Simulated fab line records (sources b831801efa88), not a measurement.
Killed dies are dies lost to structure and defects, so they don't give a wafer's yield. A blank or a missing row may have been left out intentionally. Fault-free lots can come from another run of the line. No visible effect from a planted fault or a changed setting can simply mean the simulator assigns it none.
Which tool did it? + flow sky130 + 12 lots (36 wafers sampled), 1 step of a 708-step route

WHAT EACH GAUGE READ, for each wafer
SKY_VIA2_BOW_MEAS_03.
| lot  | measured     | on            | VIA2_BOW (um) |
|------|--------------|---------------|---------------|
| L924 | day 35 07:46 | film_metro-04 | 98 85 83      |
| L925 | day 35 18:54 | film_metro-02 | 88 83 73      |
| L926 | day 35 21:07 | film_metro-04 | 92 91 92      |
| L927 | day 36 14:44 | film_metro-02 | 86 78 83      |
| L929 | day 37 09:56 | film_metro-04 | 89 79 70      |
| L930 | day 37 15:52 | film_metro-02 | 94 73 86      |
| L934 | day 38 16:34 | film_metro-02 | 89 81 78      |
| L936 | day 39 05:21 | film_metro-01 | 91 91 82      |
| L937 | day 39 05:43 | film_metro-01 | 81 90 86      |
| L942 | day 40 20:10 | film_metro-01 | 79 85 73      |
| L944 | day 41 16:49 | film_metro-04 | 86 90 81      |
| L946 | day 42 01:18 | film_metro-04 | 74 81 81      |

WHICH TOOL RAN EACH LOT (tool, then ch and the chambers of the sampled wafers, then the start)
The record shows no process step preceding these readings.

WHAT THE TOOLS THEMSELVES READ (means of the sampled wafers that have a number; where no wafer has one, the mark that the record gives instead)
The record holds no such reading with a usual standard deviation.

THE ANSWER, worked out from the rows above alone
Rule: usual is defined by the lots themselves. The widest of any qualifying gaps counts: lots, ordered by their means at a reading, are off when they make up no more than a third of the lots, leave a main group of 4 or more, and stand apart from it by 3 or more times the standard deviation of that group's means. A main group whose means are all the same, to the digits that the tables above print for the reading, isn't used. A lot without any number at a reading at which 4 lots or more have one is off too. Any other lot the step has rows for is counted as sound. After the gauges, taken in route order, come the tools' own readings; for these a lot's mean is taken, as printed above. The first step at which some lot is off is used, and at that step the reading that is off furthest; a lot without a number counts as furthest.
Nothing can be told from this: no lot is off at any reading shown.

WHAT THE SIMULATOR HAD INSERTED
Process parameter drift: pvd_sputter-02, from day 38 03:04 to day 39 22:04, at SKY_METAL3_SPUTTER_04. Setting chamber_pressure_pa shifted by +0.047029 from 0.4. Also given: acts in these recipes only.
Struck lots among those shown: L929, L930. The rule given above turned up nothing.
